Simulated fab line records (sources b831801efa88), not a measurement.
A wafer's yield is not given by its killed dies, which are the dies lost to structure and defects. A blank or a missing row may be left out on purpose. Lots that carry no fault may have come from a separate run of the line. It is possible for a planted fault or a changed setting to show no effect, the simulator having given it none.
Which tool is to blame? / flow sky130 / 21 wafers from 7 lots sampled at 2 of the route's 708 steps

== WHAT EACH GAUGE READ, for each wafer ==
SKY_GATE_OXIDE_OVL_MEAS_10.
lot=L543; measured=day 14 02:45; on=overlay-02; GATE_OXIDE_OVL (nm)=2.0 2.9 2.2
lot=L547; measured=day 15 09:40; on=overlay-02; GATE_OXIDE_OVL (nm)=1.9 2.1 2.2
lot=L550; measured=day 16 12:16; on=overlay-01; GATE_OXIDE_OVL (nm)=0.6 2.1 0.8
lot=L552; measured=day 17 06:29; on=overlay-02; GATE_OXIDE_OVL (nm)=-0.7 1.4 0.6
lot=L559; measured=day 19 23:59; on=overlay-01; GATE_OXIDE_OVL (nm)=2.9 2.5 1.5
lot=L563; measured=day 20 20:44; on=overlay-01; GATE_OXIDE_OVL (nm)=1.3 1.4 -1.3
lot=L565; measured=day 21 18:05; on=overlay-02; GATE_OXIDE_OVL (nm)=1.6 0.7 0.1

== TOOL THAT RAN EACH LOT (tool first, then ch and the chambers of the sampled wafers, then the start) ==
lot=L543; SKY_VT_ADJUST_HVTP_STRIP_10=plasmaAsher-04 ch 0,1, day 6 07:51
lot=L547; SKY_VT_ADJUST_HVTP_STRIP_10=plasmaAsher-03 ch 0,1, day 7 06:47
lot=L550; SKY_VT_ADJUST_HVTP_STRIP_10=plasmaAsher-03 ch 0,1, day 8 06:12
lot=L552; SKY_VT_ADJUST_HVTP_STRIP_10=plasmaAsher-02 ch 0,1, day 8 17:21
lot=L559; SKY_VT_ADJUST_HVTP_STRIP_10=plasmaAsher-03 ch 0,1, day 10 16:17
lot=L563; SKY_VT_ADJUST_HVTP_STRIP_10=plasmaAsher-04 ch 0,1, day 11 10:49
lot=L565; SKY_VT_ADJUST_HVTP_STRIP_10=plasmaAsher-03 ch 0,1, day 12 02:31
- SKY_VT_ADJUST_HVTP_STRIP_10: strips in O2/N2.

== THE ANSWER, worked out from the rows above alone ==
Rule: the lots themselves supply what counts as usual. The widest of any qualifying gaps counts: lots, ordered by their means at a reading, are off when they make up no more than a third of the lots, leave a main group of 4 or more, and stand apart from it by 3 or more times the standard deviation of that group's means. If all means in a main group match to the digits the tables above print for the reading, that group is not used. Also off: a lot with no number at a reading for which 4 or more lots have one. Where the step has rows for the other lots, those lots are counted as sound.
Across all readings shown, no lot is off: no conclusion can be drawn from this.

== WHAT WAS PUT IN BY THE SIMULATOR ==
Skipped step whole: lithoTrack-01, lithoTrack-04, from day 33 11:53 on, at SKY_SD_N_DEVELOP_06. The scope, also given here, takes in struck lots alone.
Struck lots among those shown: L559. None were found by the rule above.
